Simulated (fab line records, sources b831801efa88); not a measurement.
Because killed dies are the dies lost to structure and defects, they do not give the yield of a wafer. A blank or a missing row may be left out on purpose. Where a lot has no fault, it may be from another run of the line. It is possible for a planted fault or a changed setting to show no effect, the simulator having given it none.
A struck lot beside a sound one    flow sfqLine    42 steps out of a route of 325
Sound: these wafers, L716.1, L716.3, L716.4. Wafers struck: L715.4, L715.5, L715.6. The cause is given at the end.
Order at every step that has rows: each side's tool, ch and its chambers, its first start. Under that, the readings that differ: sound wafers    struck wafers    difference of the means    sigmas: that difference in standard deviations of wafers without a fault.
alike: words and numbers the same on both sides, and readings whose means are apart by under 2 such deviations; not compared: readings that were withheld, readings missing a value for some wafer, numbers with overlapping values and no deviation given by the record, and bounds like >300 which may hide the same value.
Wherever a step has rows on one side only, a row that says differs or no value, or a row with sigmas, the two part there. Numbers that don't overlap but have no deviation are shown without sigmas and don't part them. A reading missing from all wafers of one side parts the sides only when that side holds two or more wafers.

first, 6 steps without rows for these wafers: SFQ_TRILAYER_M0_LITHO_COAT_026 (resist thk 62 nm); SFQ_TRILAYER_M0_LITHO_COAT_021 (resist thk 600 nm); SFQ_TRILAYER_M0_LITHO_SOFTBAKE_025; SFQ_TRILAYER_M0_LITHO_EXPOSE_022 (exposes mask M0, target cd 500 nm); SFQ_TRILAYER_M0_LITHO_PEB_024 (peb time 60 s); SFQ_TRILAYER_M0_LITHO_DEVELOP_023 (time 60 s).
SFQ_M0_OVL_MEAS_906:
  struck on overlay-01, day 20 06:37; sound on overlay-01, day 20 16:11
  alike: M0_OVL
then, 2 steps without rows for these wafers: SFQ_TRILAYER_M0_BARC_OPEN_METAL_ETCH_031 (etches BARC in O2, target depth 125 nm, time 41.7 s); SFQ_TRILAYER_M0_ETCH_METAL_ETCH_024 (etches Nb in Cl2/Ar, stops on SiO2, target depth 240 nm, time 120 s).
SFQ_TRILAYER_M0_STRIP_STRIP_025: strips in O2.
  sound on rieMetal-01 ch 0,1, day 20 16:25; struck on rieMetal-03 ch 0,1, day 20 07:01
  alike: drypumpMotorCurrentA, heBacksideLeakSccm, oesProductAu
  not compared: rfHoursCounterH
then, 2 steps without rows for these wafers: SFQ_TRILAYER_M0_STRIP_SOLV_CLEAN_026 (cleans in NMP, time 600 s); SFQ_TRILAYER_I0_DEP_PECVD_027 (deposits SiO2 from SiH4/N2O, time 111.11 s, target thk 500 nm).
SFQ_TRILAYER_I0_CMP_CMP_028: polishes SiO2.
  sound on cmp-02 ch 1,2,3, day 20 17:16; struck on cmp-02 ch 1,2, day 20 08:10
  no value came back on the struck wafers for any of 5 readings (edgeZonePressureFrac, headPressurePsi (psi) and others); on the sound wafers edgeZonePressureFrac reads 1.003 1.012 0.998
reading                                             sound              struck             difference  sigmas
model.SiO2_of_TRILAYER_I0_DEP_PECVD_027.thkNm (nm)  200.5 200.5 199.8  503.5 498.3 497.1  +299.4      
SFQ_I0_BOW_MEAS_907:
  struck on filmMetro-02, day 20 10:43; sound on filmMetro-03, day 20 20:16
  alike: I0_BOW
SFQ_TRILAYER_I0_METRO_MEASURE_029:
  struck on filmMetro-02, day 20 11:23; sound on filmMetro-03, day 20 20:23
reading     sound              struck             difference  sigmas
thkNm (nm)  200.7 200.5 199.9  503.5 498.0 497.2  +299.2      +99 or more
then, 6 steps without rows for these wafers: SFQ_TRILAYER_I0_VIA_LITHO_COAT_036 (resist thk 62 nm); SFQ_TRILAYER_I0_VIA_LITHO_COAT_031 (resist thk 650 nm); SFQ_TRILAYER_I0_VIA_LITHO_SOFTBAKE_035; SFQ_TRILAYER_I0_VIA_LITHO_EXPOSE_032 (exposes mask I0, target cd 500 nm); SFQ_TRILAYER_I0_VIA_LITHO_PEB_034 (peb time 60 s); SFQ_TRILAYER_I0_VIA_LITHO_DEVELOP_033 (time 60 s).
-- the record jumps here: 6 days lie between the struck wafers' starts before and after --
SFQ_I0_OVL_MEAS_908:
  struck on overlay-01, day 26 21:52; sound on overlay-01, day 27 05:04
  alike: I0_OVL
then, 1 step without rows for these wafers: SFQ_TRILAYER_I0_VIA_BARC_OPEN_VIA_ETCH_046 (etches BARC in O2, target depth 125 nm, time 41.7 s).
SFQ_TRILAYER_I0_VIA_ETCH_VIA_ETCH_034: etches SiO2 in CHF3, stops on Nb, target depth 260 nm.
  sound on rieDiel-02 ch 0,1,2, day 27 05:08; struck on rieDiel-01 ch 0,1,3, day 26 21:56
reading                       sound              struck             difference  sigmas
oesProductAu (a.u.)           0.853 0.856 0.853  1.612 1.590 1.610  +0.750      +99 or more
model.etch.depthNm (nm)       200.5 200.5 199.8  257.8 253.1 257.8  +56.0       
model.I0.featureDepthNm (nm)  200.5 200.5 199.8  257.8 253.1 257.8  +56.0       
  alike: biasW, drypumpMotorCurrentA
then, 2 steps without rows for these wafers: SFQ_TRILAYER_I0_VIA_STRIP_STRIP_035 (strips in O2); SFQ_TRILAYER_I0_VIA_STRIP_SOLV_CLEAN_036 (cleans in NMP, time 600 s).
SFQ_TRILAYER_M1_DEP_PRE_CLEAN_038: time 22.5 s.
  struck on pvdSputter-06, day 26 22:49; sound on pvdSputter-05, day 27 06:01
reading                                             sound          struck           difference  sigmas
model.SiO2_of_TRILAYER_I0_DEP_PECVD_027.thkNm (nm)  193 193 192.3  496 490.8 489.6  +299        
  alike: biasV
SFQ_TRILAYER_M1_DEP_SPUTTER_037: material Nb, target thk 200 nm, time 133.3 s.
  struck on pvdSputter-06, day 26 22:51; sound on pvdSputter-05, day 27 06:03
  alike: throttleValvePct
SFQ_M1_RS_MEAS_909: a four-point-probe measurement.
  struck on filmMetro-03, day 26 23:00; sound on filmMetro-04, day 27 06:08
  alike: M1_NB_RS
then, 6 steps without rows for these wafers: SFQ_TRILAYER_M1_LITHO_COAT_044 (resist thk 62 nm); SFQ_TRILAYER_M1_LITHO_COAT_039 (resist thk 600 nm); SFQ_TRILAYER_M1_LITHO_SOFTBAKE_043; SFQ_TRILAYER_M1_LITHO_EXPOSE_040 (exposes mask M1, target cd 500 nm); SFQ_TRILAYER_M1_LITHO_PEB_042 (peb time 60 s); SFQ_TRILAYER_M1_LITHO_DEVELOP_041 (time 60 s).
-- the record jumps here: 5 days lie between the struck wafers' starts before and after --
SFQ_M1_OVL_MEAS_911:
  struck on overlay-01, day 32 01:34; sound on overlay-01, day 32 08:46
  alike: M1_OVL
SFQ_TRILAYER_M1_BARC_OPEN_METAL_ETCH_054: etches BARC in O2, target depth 125 nm, time 41.7 s.
  sound on rieMetal-04 ch 0,1, day 32 08:47; struck on rieMetal-03 ch 0,1, day 32 01:37
  alike: biasW, drypumpMotorCurrentA, heBacksideLeakSccm, oesProductAu
  not compared: rfHoursCounterH
SFQ_TRILAYER_M1_ETCH_METAL_ETCH_042: etches Nb in Cl2/Ar, stops on SiO2, target depth 240 nm, time 120 s.
  sound on rieMetal-04 ch 0,1, day 32 08:51; struck on rieMetal-03 ch 0,1, day 32 01:41
  alike: biasW, drypumpMotorCurrentA, heBacksideLeakSccm, oesProductAu
  not compared: rfHoursCounterH
then, 2 steps without rows for these wafers: SFQ_TRILAYER_M1_STRIP_STRIP_043 (strips in O2); SFQ_TRILAYER_M1_STRIP_SOLV_CLEAN_044 (cleans in NMP, time 600 s).
SFQ_TRILAYER_I1_DEP_PECVD_045: deposits SiO2 from SiH4/N2O, time 111.11 s, target thk 500 nm.
  sound on pecvd-02 ch 1,2, day 32 09:45; struck on pecvd-04 ch 0,1,2, day 32 02:37
  alike: heaterPowerOuterW, heaterPowerW, throttleValvePct
-- the record jumps here: 54 days lie between the struck wafers' starts before and after --
SFQ_M8_BOW_MEAS_951:
  struck on filmMetro-03, day 86 10:37; sound on filmMetro-01, day 86 11:53
reading                 sound              struck             difference  sigmas
M8_BOW (um)             18 18 17           2 -10 -10          -24         -2
model.etest.i0.linkOhm  1.973 1.964 1.978  1e+06 1e+06 1e+06  +1e+06      

## WHERE THEY PART
Earliest at SFQ_TRILAYER_I0_CMP_CMP_028; latest, in this record, at SFQ_M8_BOW_MEAS_951.

WHY: what had been put in by the simulator
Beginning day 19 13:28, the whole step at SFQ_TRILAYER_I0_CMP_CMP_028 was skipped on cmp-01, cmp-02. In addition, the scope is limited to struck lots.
